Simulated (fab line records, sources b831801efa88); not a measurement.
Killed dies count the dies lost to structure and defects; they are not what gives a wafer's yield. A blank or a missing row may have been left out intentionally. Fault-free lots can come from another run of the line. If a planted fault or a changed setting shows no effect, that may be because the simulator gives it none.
Which tool was responsible? + flow gf180mcu + 13 lots with 39 wafers sampled at 3 steps, on a route of 602 steps

WHAT THE GAUGES READ, wafer by wafer
GF_CONTACT_BOW_MEAS_05. Usual: CONTACT_BOW gives 66 um (standard deviation 6.4).
| lot  | measured     | on            | CONTACT_BOW (um) | flag |
|------|--------------|---------------|------------------|------|
| L564 | day 15 17:28 | film metro-01 | 59 61 51         |      |
| L567 | day 16 19:02 | film metro-01 | 51 58 69         |      |
| L568 | day 17 11:21 | film metro-03 | 66 73 72         |      |
| L569 | day 17 16:16 | film metro-01 | 68 66 61         |      |
| L570 | day 17 22:04 | film metro-01 | 62 68 71         |      |
| L571 | day 18 04:01 | film metro-02 | 60 67 67         |      |
| L572 | day 18 18:56 | film metro-03 | 63 64 63         |      |
| L573 | day 18 23:09 | film metro-03 | 66 60 62         |      |
| L579 | day 21 02:50 | film metro-01 | 65 63 64         |      |
| L581 | day 21 21:01 | film metro-02 | 61 63 69         |      |
| L584 | day 22 18:59 | film metro-03 | 75 87 76         |      |
| L585 | day 23 04:06 | film metro-03 | 63 58 68         |      |
| L586 | day 23 14:35 | film metro-02 | 52 56 53         |      |

GF_CONTACT_CD_MEAS_14: the cd target is 220 nm. Usual: 220.1 nm for cd nm, sd 1.6.
| lot  | measured     | on        | cd nm (nm)        | flag |
|------|--------------|-----------|-------------------|------|
| L564 | day 16 15:46 | cd sem-01 | 219.3 218.4 217.4 |      |
| L567 | day 17 17:53 | cd sem-02 | 218.7 218.8 219.9 |      |
| L568 | day 18 10:26 | cd sem-02 | 221.3 221.2 221.3 |      |
| L569 | day 18 15:46 | cd sem-01 | 222.0 220.8 218.8 |      |
| L570 | day 18 22:27 | cd sem-02 | 220.2 219.8 220.0 |      |
| L571 | day 19 03:32 | cd sem-02 | 219.1 219.8 218.8 |      |
| L572 | day 19 19:18 | cd sem-01 | 224.2 222.4 223.8 |      |
| L573 | day 19 23:41 | cd sem-02 | 220.2 219.5 219.5 |      |
| L579 | day 22 02:56 | cd sem-01 | 219.6 219.5 220.0 |      |
| L581 | day 22 20:35 | cd sem-02 | 218.9 216.7 218.3 |      |
| L584 | day 23 17:43 | cd sem-01 | 219.6 220.6 219.7 |      |
| L585 | day 24 02:06 | cd sem-01 | 221.6 221.0 222.3 |      |
| L586 | day 24 12:26 | cd sem-02 | 221.4 222.2 222.3 |      |

GF_CONTACT_OVL_MEAS_15. Usual: CONTACT_OVL gives -4 nm (standard deviation 7.4).
| lot  | measured     | on         | CONTACT_OVL (nm) | flag |
|------|--------------|------------|------------------|------|
| L564 | day 16 15:53 | overlay-01 | 6 2 -6           |      |
| L567 | day 17 17:59 | overlay-02 | -7 -4 -2         |      |
| L568 | day 18 10:34 | overlay-01 | 1 2 2            |      |
| L569 | day 18 15:53 | overlay-02 | 0 -8 -1          |      |
| L570 | day 18 22:34 | overlay-02 | -12 -18 -9       |      |
| L571 | day 19 03:37 | overlay-01 | -6 -7 -5         |      |
| L572 | day 19 19:25 | overlay-01 | -6 -14 -16       |      |
| L573 | day 19 23:47 | overlay-01 | -6 -10 -7        |      |
| L579 | day 22 03:04 | overlay-01 | 8 1 2            |      |
| L581 | day 22 20:41 | overlay-02 | -6 -11 -2        |      |
| L584 | day 23 17:49 | overlay-02 | 1 4 8            |      |
| L585 | day 24 02:13 | overlay-01 | 0 -3 -2          |      |
| L586 | day 24 12:32 | overlay-02 | 3 12 16          |      |

EACH LOT AND THE TOOL THAT RAN IT (in order: tool; ch and the chambers of the sampled wafers; start)
There is no process step in the record ahead of these readings.

AS READ BY THE TOOLS THEMSELVES (means over the sampled wafers that have a number; for cases with no such wafer, the mark the record gives instead)
The record holds no such reading with a usual standard deviation.

THE ANSWER, worked out from the rows above alone
Rule: a lot counts as off when the mean over its wafers that have a number is more than 3 standard deviations away from the usual mean. Also off: a lot with no number at a reading for which 4 or more lots have one. Any other lot the step has rows for is counted as sound. After the gauges, taken in route order, come the tools' own readings; for these a lot's mean is taken, as printed above. At the first step where some lot is off, the reading lying furthest off is the one used; lots without a number count as furthest.
No lot is off on any of the readings shown, so nothing can be concluded from this.

WHAT THE SIMULATOR HAD PUT IN
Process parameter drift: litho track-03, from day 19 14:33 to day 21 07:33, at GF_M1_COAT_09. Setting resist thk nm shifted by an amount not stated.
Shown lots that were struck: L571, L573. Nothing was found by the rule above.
